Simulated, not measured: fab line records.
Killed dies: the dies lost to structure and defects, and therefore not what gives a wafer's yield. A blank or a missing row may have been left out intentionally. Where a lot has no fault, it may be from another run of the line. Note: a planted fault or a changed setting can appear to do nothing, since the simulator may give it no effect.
Matching of chambers ; flow gf180mcu ; GF_STI_CVD_23 on hdpcvd-02: 3 sister chambers
The step deposits SiO2, target thk 650 nm, time 108.3 s. 3 wafers are shown with their chamber, then 7 later ones without.

WAFERS, EACH WITH ITS CHAMBER
wafer;chamber;pressure_mtorr (mTorr)
L725.3;0;6.015
L727.4;1;6.021
L727.6;2;5.980

WAFERS WITHOUT THEIR CHAMBER
wafer;pressure_mtorr (mTorr)
L730.2;6.028
L730.4;5.994
L730.6;6.005
L733.3;6.011
L733.5;6.010
L735.3;5.987
L735.4;5.973

THE CHAMBER EACH PASSED THROUGH
wafer;from the rows above;in truth
L730.2;can't be placed: 1 or 0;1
L730.4;can't be placed: 2 or 0 or 1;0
L730.6;can't be placed: 0 or 1 or 2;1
L733.3;can't be placed: 0 or 1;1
L733.5;can't be placed: 0 or 1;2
L735.3;2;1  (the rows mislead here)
L735.4;2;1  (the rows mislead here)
0 of 7 placed correctly. Not placeable from these rows: 5 (in 4, the candidates include the true chamber). Wrongly placed: 2.
How it was worked out, from the rows above alone: a wafer's distance from a chamber is the root of the sum, over the readings, of the square of ((its reading less the chamber's mean) divided by the reading's scatter). If the next closest chamber is less than 2 further off than the closest, the wafer can't be placed; otherwise it belongs to the closest. For every chamber, the mean is computed from those of its wafers that are shown. The scatter: with one shown wafer a chamber, the root of the mean of the squares of how far each hidden wafer lies from its nearest shown one.
